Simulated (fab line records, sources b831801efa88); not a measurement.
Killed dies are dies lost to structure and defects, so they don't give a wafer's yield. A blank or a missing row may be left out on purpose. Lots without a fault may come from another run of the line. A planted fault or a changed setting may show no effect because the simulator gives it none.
Chamber matching | flow gf180mcu | GF_V5_CMP_04 on cmp-02: 4 sister chambers
The step polishes SiO2. 14 wafers are shown with their chamber, then 7 later ones without.

WAFERS WITH THEIR CHAMBER
wafer  | chamber | motor_current_A (A) | head_pressure_psi (psi)
L705.1 | 2       | 14.8                | 4.000
L705.3 | 1       | 10.1                | 3.994
L705.6 | 0       | 13.6                | 3.999
L707.2 | 0       | 13.8                | 3.990
L707.5 | 2       | 14.3                | 4.009
L707.6 | 1       | 10.1                | 3.996
L708.1 | 0       | 14.1                | 3.994
L708.2 | 1       | 10.1                | 3.992
L708.6 | 2       | 14.6                | 3.993
L709.2 | 1       | 10.1                | 3.978
L709.3 | 2       | 14.0                | 3.996
L709.6 | 2       | 15.1                | 3.993
L711.2 | 3       | 12.7                | 4.013
L711.3 | 0       | 13.5                | 3.995

SIGNATURES (means of the wafers above)
reading           | chamber 0 | chamber 1 | chamber 2 | chamber 3 | scatter within a chamber
motor_current_A   | 13.750    | 10.100    | 14.560    | 12.700    | 0.307
head_pressure_psi | 3.99450   | 3.99000   | 3.99820   | 4.01300   | 0.00648
Rule: a wafer's distance from a chamber is the root of the sum, over the readings, of the square of ((its reading less the chamber's mean) divided by the reading's scatter). The wafer belongs to the nearest chamber; if the next one is less than 2 further off, it can't be placed. The scatter: the root of (the sum of the squares of (reading less its chamber's mean) over the shown wafers, divided by (wafers less chambers)).

WAFERS WITHOUT THEIR CHAMBER
wafer  | motor_current_A (A) | head_pressure_psi (psi)
L711.4 | 15.1                | 4.007
L721.1 | 10.7                | 4.001
L721.4 | 12.7                | 4.009
L721.5 | 13.3                | 4.002
L724.2 | 13.3                | 4.007
L724.5 | 14.7                | 4.003
L724.6 | 12.6                | 4.013

WHICH CHAMBER EACH WENT THROUGH
wafer  | from the rows above     | in truth
L711.4 | 2                       | 2
L721.1 | 1                       | 1
L721.4 | 3                       | 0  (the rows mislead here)
L721.5 | can't be placed: 0 or 3 | 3
L724.2 | can't be placed: 3 or 0 | 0
L724.5 | 2                       | 2
L724.6 | 3                       | 3
Placed correctly: 4 of 7. Can't be placed from these rows: 2 (the true chamber is among the candidates in 2). Placed wrongly: 1.
